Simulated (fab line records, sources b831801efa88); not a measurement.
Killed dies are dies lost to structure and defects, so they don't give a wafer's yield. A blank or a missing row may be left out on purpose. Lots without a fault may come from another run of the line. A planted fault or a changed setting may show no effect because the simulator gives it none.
Chamber matching | flow gf180mcu | GF_V3_CMP_04 on cmp-02: 4 sister chambers
The step polishes SiO2. 4 wafers are shown with their chamber, then 7 later ones without.

WAFERS WITH THEIR CHAMBER
wafer  | chamber | motor_current_A (A)
L859.3 | 1       | 10.7
L859.4 | 0       | 11.5
L861.1 | 3       | 13.8
L861.3 | 2       | 12.4

WAFERS WITHOUT THEIR CHAMBER
wafer  | motor_current_A (A)
L861.4 | 10.5
L866.1 | 10.7
L866.2 | 13.6
L866.5 | 12.3
L867.3 | 13.8
L867.4 | 10.9
L867.5 | 11.8

WHICH CHAMBER EACH WENT THROUGH
wafer  | from the rows above     | in truth
L861.4 | 1                       | 1
L866.1 | 1                       | 1
L866.2 | 3                       | 3
L866.5 | 2                       | 2
L867.3 | 3                       | 3
L867.4 | 1                       | 1
L867.5 | can't be placed: 0 or 2 | 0
Placed correctly: 6 of 7. Can't be placed from these rows: 1 (the true chamber is among the candidates in 1). Placed wrongly: 0.
How it was worked out, from the rows above alone: a wafer's distance from a chamber is the root of the sum, over the readings, of the square of ((its reading less the chamber's mean) divided by the reading's scatter). The wafer belongs to the nearest chamber; if the next one is less than 2 further off, it can't be placed. A chamber's mean is the mean of its shown wafers. The scatter: with one shown wafer a chamber, the root of the mean of the squares of how far each hidden wafer lies from its nearest shown one.
